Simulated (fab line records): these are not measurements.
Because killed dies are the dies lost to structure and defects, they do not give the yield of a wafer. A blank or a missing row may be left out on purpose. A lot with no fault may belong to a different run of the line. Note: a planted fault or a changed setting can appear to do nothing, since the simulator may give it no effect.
Check for tools in common    flow sfq-line    Lots sampled 14, wafers sampled 42

== THE REASON FOR OPENING IT ==
At SFQ_M7_RS_MEAS_943 the reading M7_NB_RS is flagged on 2 of 14 lots. No-fault wafers: 0.886 ohm/sq, standard deviation 0.0073.
Rule: flag the lot when none of its wafers has a number, or when each of its wafers that has one lies beyond 4 standard deviations from that mean. As for the other lots, they are considered sound.

lot   measured      on             M7_NB_RS (ohm/sq), wafer by wafer  flag
L862  day 68 08:20  film-metro-04  0.893 0.897 0.894                  
L863  day 68 15:32  film-metro-04  0.891 0.890 0.881                  
L865  day 68 21:31  film-metro-04  0.885 0.876 0.888                  
L866  day 69 05:55  film-metro-02  0.883 0.873 0.876                  
L867  day 69 19:07  film-metro-01  0.888 0.891 0.892                  
L868  day 72 20:25  film-metro-02  0.886 0.877 0.883                  
L869  day 72 22:20  film-metro-01  0.440 0.441 0.443                  FLAGGED
L870  day 73 01:07  film-metro-01  0.887 0.887 0.882                  
L873  day 73 22:18  film-metro-02  0.442 0.444 0.444                  FLAGGED
L874  day 74 00:25  film-metro-02  0.881 0.889 0.885                  
L878  day 77 14:01  film-metro-01  0.888 0.893 0.876                  
L879  day 78 11:44  film-metro-01  0.893 0.881 0.887                  
L880  day 79 13:42  film-metro-02  0.890 0.891 0.893                  
L885  day 80 01:42  film-metro-04  0.869 0.869 0.882                  
Average over the flagged lots: 0.442 ohm/sq; offset from the usual -0.444 ohm/sq, equal to -61 standard deviations.

== LOT BY LOT: THE TOOL USED ==
Before the reading, the record contains 2 process steps out of a 325-step route. Each cell gives the tool, then ch followed by the chambers the sampled wafers passed through, then the start.
lot   flag     SFQ_TRILAYER_I0_VIA_STRIP_STRIP_035  SFQ_TRILAYER_M7_DEP_SPUTTER_175
L862           rie-metal-03 ch 0,1, day 12 22:05    pvd-sputter-05, day 68 08:13
L863           rie-metal-04 ch 1, day 13 00:41      pvd-sputter-06, day 68 15:25
L865           rie-metal-04 ch 0,1, day 13 06:43    pvd-sputter-06, day 68 21:25
L866           rie-metal-04 ch 0,1, day 13 16:19    pvd-sputter-03, day 69 05:49
L867           rie-metal-03 ch 1, day 13 17:31      pvd-sputter-06, day 69 19:01
L868           rie-metal-04 ch 0,1, day 13 22:19    pvd-sputter-06, day 72 20:19
L869  FLAGGED  rie-metal-03 ch 0,1, day 14 04:19    pvd-sputter-05, day 72 21:59
L870           rie-metal-04 ch 0,1, day 14 16:00    pvd-sputter-05, day 73 01:02
L873  FLAGGED  rie-metal-04 ch 1, day 15 10:45      pvd-sputter-03, day 73 21:56
L874           rie-metal-02 ch 0,1, day 15 16:45    pvd-sputter-05, day 74 00:20
L878           rie-metal-03 ch 0,1, day 16 11:57    pvd-sputter-03, day 77 13:54
L879           rie-metal-04 ch 1, day 16 20:21      pvd-sputter-03, day 78 11:38
L880           rie-metal-04 ch 0,1, day 17 00:09    pvd-sputter-05, day 79 13:33
L885           rie-metal-02 ch 0,1, day 18 00:00    pvd-sputter-03, day 80 01:33
These steps, and what they do:
- SFQ_TRILAYER_I0_VIA_STRIP_STRIP_035: strips in O2.
- SFQ_TRILAYER_M7_DEP_SPUTTER_175: material Nb, target thk 200 nm, time 133.3 s.
- SFQ_M7_RS_MEAS_943: measures by four-point-probe.

== FLAGGED AGAINST TOTAL, ONE TOOL AT A TIME (gauges that did the reading follow at the end) ==
step                                 tool            lots run  flagged  share of the flagged lots  sound lots run after its first flagged lot
SFQ_TRILAYER_I0_VIA_STRIP_STRIP_035  rie-metal-02    2         0        none                       -
SFQ_TRILAYER_I0_VIA_STRIP_STRIP_035  rie-metal-03    4         1        some                       1 (L878)
SFQ_TRILAYER_I0_VIA_STRIP_STRIP_035  rie-metal-04    8         1        some                       2 (L879,L880)
SFQ_TRILAYER_M7_DEP_SPUTTER_175      pvd-sputter-03  5         1        some                       3 (L878,L879,L885)
SFQ_TRILAYER_M7_DEP_SPUTTER_175      pvd-sputter-05  5         1        some                       3 (L870,L874,L880)
SFQ_TRILAYER_M7_DEP_SPUTTER_175      pvd-sputter-06  4         0        none                       -
SFQ_M7_RS_MEAS_943                   film-metro-01   5         1        some                       3 (L870,L878,L879)
SFQ_M7_RS_MEAS_943                   film-metro-02   5         1        some                       2 (L874,L880)
SFQ_M7_RS_MEAS_943                   film-metro-04   4         0        none                       -

== WHAT THE TABLE ALLOWS ==
No row of the table ran every flagged lot.

== WHAT WAS PUT IN BY THE SIMULATOR ==
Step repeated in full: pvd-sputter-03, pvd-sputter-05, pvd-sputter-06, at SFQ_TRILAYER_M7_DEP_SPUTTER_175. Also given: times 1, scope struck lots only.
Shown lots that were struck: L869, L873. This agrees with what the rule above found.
